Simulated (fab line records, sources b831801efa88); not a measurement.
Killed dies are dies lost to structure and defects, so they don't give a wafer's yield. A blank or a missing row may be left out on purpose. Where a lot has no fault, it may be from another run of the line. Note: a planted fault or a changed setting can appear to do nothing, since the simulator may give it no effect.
Which tool was responsible?	flow gf180mcu	13 lots, 39 wafers sampled, at 4 steps of a route of 602

## WHAT THE GAUGES READ, wafer by wafer
GF_STI_THK_MEAS_30. Usual: STI_OXIDATION_02_THK gives 10.14 nm (standard deviation 0.18).
lot	measured	on	STI_OXIDATION_02_THK (nm)	flag
L321	day 2 16:22	filmMetro-01	10.05 10.14 9.90	
L322	day 2 22:17	filmMetro-01	10.37 10.36 10.37	
L323	day 3 02:56	filmMetro-02	10.10 10.27 10.19	
L326	day 3 20:20	filmMetro-03	10.27 10.26 10.38	
L328	day 4 04:05	filmMetro-02	10.18 10.14 10.29	
L332	day 5 03:09	filmMetro-03	10.20 10.20 10.18	
L334	day 5 11:28	filmMetro-01	10.16 10.13 9.94	
L335	day 5 17:12	filmMetro-02	9.94 10.05 10.19	
L336	day 5 21:17	filmMetro-01	10.01 9.97 9.92	
L338	day 6 11:17	filmMetro-02	9.73 9.78 9.89	
L339	day 6 13:27	filmMetro-02	10.07 10.07 10.14	
L341	day 6 23:05	filmMetro-01	10.26 10.20 10.11	
L342	day 7 05:31	filmMetro-02	9.96 9.91 9.77	

GF_DNWELL_TW_MEAS_09. Usual: DNWELL_TW gives 1343 (standard deviation 14).
lot	measured	on	DNWELL_TW	flag
L321	day 3 04:49	filmMetro-02	1356 1347 1351	
L322	day 3 10:55	filmMetro-03	1317 1318 1320	
L323	day 3 16:03	filmMetro-04	1320 1321 1321	
L326	day 4 09:50	filmMetro-03	1349 1348 1362	
L328	day 4 18:31	filmMetro-02	1360 1360 1366	
L332	day 5 17:35	filmMetro-03	1347 1351 1346	
L334	day 6 01:33	filmMetro-04	1341 1338 1335	
L335	day 6 08:08	filmMetro-04	1341 1340 1350	
L336	day 6 12:35	filmMetro-02	1365 1369 1376	
L338	day 7 03:14	filmMetro-04	1325 1323 1326	
L339	day 7 04:56	filmMetro-02	1352 1352 1355	
L341	day 7 14:48	filmMetro-04	1329 1328 1339	
L342	day 7 21:24	filmMetro-02	1352 1361 1360	

GF_DUAL_GATE_THK_MEAS_03. Usual: DUAL_GATE_OXIDATION_00_THK gives 10.98 nm (standard deviation 0.2).
lot	measured	on	DUAL_GATE_OXIDATION_00_THK (nm)	flag
L321	day 8 05:41	filmMetro-03	11.11 10.93 10.97	
L322	day 8 16:35	filmMetro-02	17.64 17.75 17.47	OFF
L323	day 8 21:17	filmMetro-01	18.14 18.36 18.30	OFF
L326	day 9 19:22	filmMetro-02	11.20 11.43 11.31	
L328	day 10 06:12	filmMetro-03	18.16 17.95 18.07	OFF
L332	day 11 12:58	filmMetro-02	10.67 10.79 10.72	
L334	day 11 20:49	filmMetro-02	10.96 11.11 10.92	
L335	day 12 03:30	filmMetro-02	11.12 11.05 10.96	
L336	day 12 12:07	filmMetro-03	11.11 11.17 10.92	
L338	day 13 07:37	filmMetro-01	11.23 11.18 11.09	
L339	day 13 07:44	filmMetro-01	10.68 11.03 10.79	
L341	day 13 21:19	filmMetro-01	10.93 10.95 11.02	
L342	day 14 08:13	filmMetro-01	11.03 10.97 10.82	

## EACH LOT AND THE TOOL THAT RAN IT (in order: tool; ch and the chambers of the sampled wafers; start)
lot	GF_DUAL_GATE_OXIDATION_02
L321	furnace-01 ch 0, day 8 04:14
L322	furnace-02 ch 0, day 8 13:31 and furnace-01 ch 0, day 8 15:08
L323	furnace-02 ch 0, day 8 17:14
L326	furnace-02 ch 0, day 9 17:56
L328	furnace-02 ch 0, day 10 02:32 and furnace-01 ch 0, day 10 04:45
L332	furnace-01 ch 0, day 11 11:31
L334	furnace-01 ch 0, day 11 19:22
L335	furnace-02 ch 0, day 12 02:03
L336	furnace-02 ch 0, day 12 10:40
L338	furnace-01 ch 0, day 13 06:10
L339	furnace-02 ch 0, day 13 06:17
L341	furnace-02 ch 0, day 13 19:52
L342	furnace-01 ch 0, day 14 06:46
- GF_DUAL_GATE_OXIDATION_02: stabilise 600 s, purge 300 s, target thk 10.887 nm.

## WHAT THE TOOLS THEMSELVES READ (means of the sampled wafers that have a number; where no wafer has one, the mark that the record gives instead)
GF_DUAL_GATE_OXIDATION_02. Usual: zonePowerUpperPct at 16.6 %, with a standard deviation of 0.99.
lot	tool	zonePowerUpperPct (%)	flag
L321	furnace-01	15.4	
L322	furnace-02/furnace-01	16.5	
L323	furnace-02	17.4	
L326	furnace-02	17.4	
L328	furnace-02/furnace-01	16.4	
L332	furnace-01	15.4	
L334	furnace-01	15.4	
L335	furnace-02	17.5	
L336	furnace-02	17.2	
L338	furnace-01	15.4	
L339	furnace-02	17.4	
L341	furnace-02	17.7	
L342	furnace-01	15.3	

## THE ANSWER, worked out from the rows above alone
Rule: lot off if the mean of its wafers having a number is beyond 3 standard deviations from the usual mean. Also off: a lot with no number at a reading for which 4 or more lots have one. The other lots that the step has rows for count as sound. Order of review: gauges by route order, followed by the tools' own readings, for which a lot's mean as printed above is used. At the first step where some lot is off, the reading lying furthest off is the one used; lots without a number count as furthest.
Off: L322, L323, L328, at GF_DUAL_GATE_THK_MEAS_03 (DUAL_GATE_OXIDATION_00_THK).
A tool fits if, at a process step before that reading, it ran every lot that is off, and no sound lot after the first of them. Those tools and the gauges at GF_DUAL_GATE_THK_MEAS_03 are tried in the same way. None of those tried fits.

## WHAT THE SIMULATOR HAD PUT IN
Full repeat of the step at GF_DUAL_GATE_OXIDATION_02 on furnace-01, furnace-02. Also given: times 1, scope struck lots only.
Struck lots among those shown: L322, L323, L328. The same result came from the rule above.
